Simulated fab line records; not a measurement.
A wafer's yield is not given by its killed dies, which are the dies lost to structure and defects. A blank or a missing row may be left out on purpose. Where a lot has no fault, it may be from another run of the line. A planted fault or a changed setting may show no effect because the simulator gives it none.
Problem report, 8D (eight disciplines) form, completed by code ; flow sky130 ; the parts of the form that need people (team, actions taken, sign-off) are left out

== 1. WHAT IS WRONG ==
Across 6 wafers from 2 lots, POLY_GATE_OXIDATION_THK at SKY_POLY_GATE_THK_MEAS_21 averages 5.86 nm, while fault-free wafers read 4.01 nm with a standard deviation of 0.073. Measured from the usual mean, that is +25 standard deviations.
The first sign was on wafer L683.4 at day 20 20:39, on film-metro-03. The record has a number at this step for 42 wafers belonging to 14 lots. Rule for "out", or "out of limits": more than 4 standard deviations from the usual mean. All remaining wafers that have a number are taken as sound.

== 2. WHAT IT IS AND WHAT IT IS NOT ==
question;is;is not
which readings at this step;POLY_GATE_OXIDATION_THK;-
which lots;L683, L686;L671, L672, L673, L674, L675, L676, L678, L679, L681, L682, L693, L694
which wafers of those lots;all that have a number;-
read on which gauges;film-metro-02, film-metro-03;film-metro-01
when;from day 20 20:39;"up to then (30 sound wafers); but 6 sound wafers of L693, L694 came after"

== 3. WHAT RULES OUT EACH SUSPECT ==
Counting: any tool at a process step up to the reading is kept as a suspect provided that every lot that is out went through it and no sound lot did after the first of them.
- the gauge at SKY_POLY_GATE_THK_MEAS_21 has been ruled out. 2 gauges (film-metro-02, film-metro-03) read the wafers that are out.
- furnace-02 at SKY_POLY_GATE_OXIDATION_20 (stabilise 600 s, purge 300 s, target thk 4 nm): ruled out as a lasting fault. Following L683 (day 20 19:22), the first lot on it that is out, the sound lots L693, L694 were run on it.
Left after counting: nothing in the record.

== 4. THE CAUSE (what the simulator had put in) ==
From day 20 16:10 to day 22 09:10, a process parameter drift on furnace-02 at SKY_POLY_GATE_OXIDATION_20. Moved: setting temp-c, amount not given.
Counting ruled it out, wrongly: the rule takes a fault to strike every lot that its tool runs from its start on, and this one did not.

== 5. SEQUENCE OF EFFECTS, ordered by route ==
One row per reading whose mean, taken over the struck wafers that have a number, lies over 3 standard deviations from the usual. Scope: only readings with a usual standard deviation given in the record; hours: median across lots of the time from each lot's start at the first step in this table that gives one to its start at this step; sigmas: change in usual standard deviations.
hours;step;reading;usual;on struck wafers;change;sigmas
0;SKY_POLY_GATE_OXIDATION_20;spike-tc-bottom-C;869.7 C;901.1;+31.4;+29
0;SKY_POLY_GATE_OXIDATION_20;spike-tc-centre-C;851.5 C;883.9;+32.4;+27
0;SKY_POLY_GATE_OXIDATION_20;spike-tc-lower-C;850.5 C;881.9;+31.4;+31
0;SKY_POLY_GATE_OXIDATION_20;spike-tc-top-C;860.0 C;891.0;+31.0;+31
0;SKY_POLY_GATE_OXIDATION_20;spike-tc-upper-C;850.7 C;882.7;+32.0;+32
0;SKY_POLY_GATE_OXIDATION_20;tube-center-temp-C;850.01 C;881.89;+31.88;+99 or more
0;SKY_POLY_GATE_OXIDATION_20;tube_center_temp_C_max;852.2;884.3;+32.1;+99 or more
0;SKY_POLY_GATE_OXIDATION_20;zone-power-bottom-pct;24.6 %;27.2;+2.6;+3.7
0;SKY_POLY_GATE_OXIDATION_20;zone-power-top-pct;28.83 %;30.64;+1.81;+6.5
1;SKY_POLY_GATE_THK_MEAS_21;POLY_GATE_OXIDATION_THK;4.01 nm;5.86;+1.85;+25
Here are the process steps it includes:
- SKY_POLY_GATE_OXIDATION_20: stabilise 600 s, purge 300 s, target thk 4 nm.

== 6. HOW IT WOULD HAVE BEEN CAUGHT EARLIER ==
Counted from the fault's start at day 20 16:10, it took 4 hours until the first out-of-limits reading at a measuring or inspecting step in this record, taken at day 20 20:39.
At SKY_POLY_GATE_OXIDATION_20, the tool's own readings (spike-tc-bottom-C, spike-tc-centre-C, spike-tc-lower-C, spike-tc-top-C, spike-tc-upper-C, tube-center-temp-C, tube_center_temp_C_max, zone-power-top-pct) were out on each struck wafer the step has a row for, so an alarm limit on them would have fired on the first such wafer.
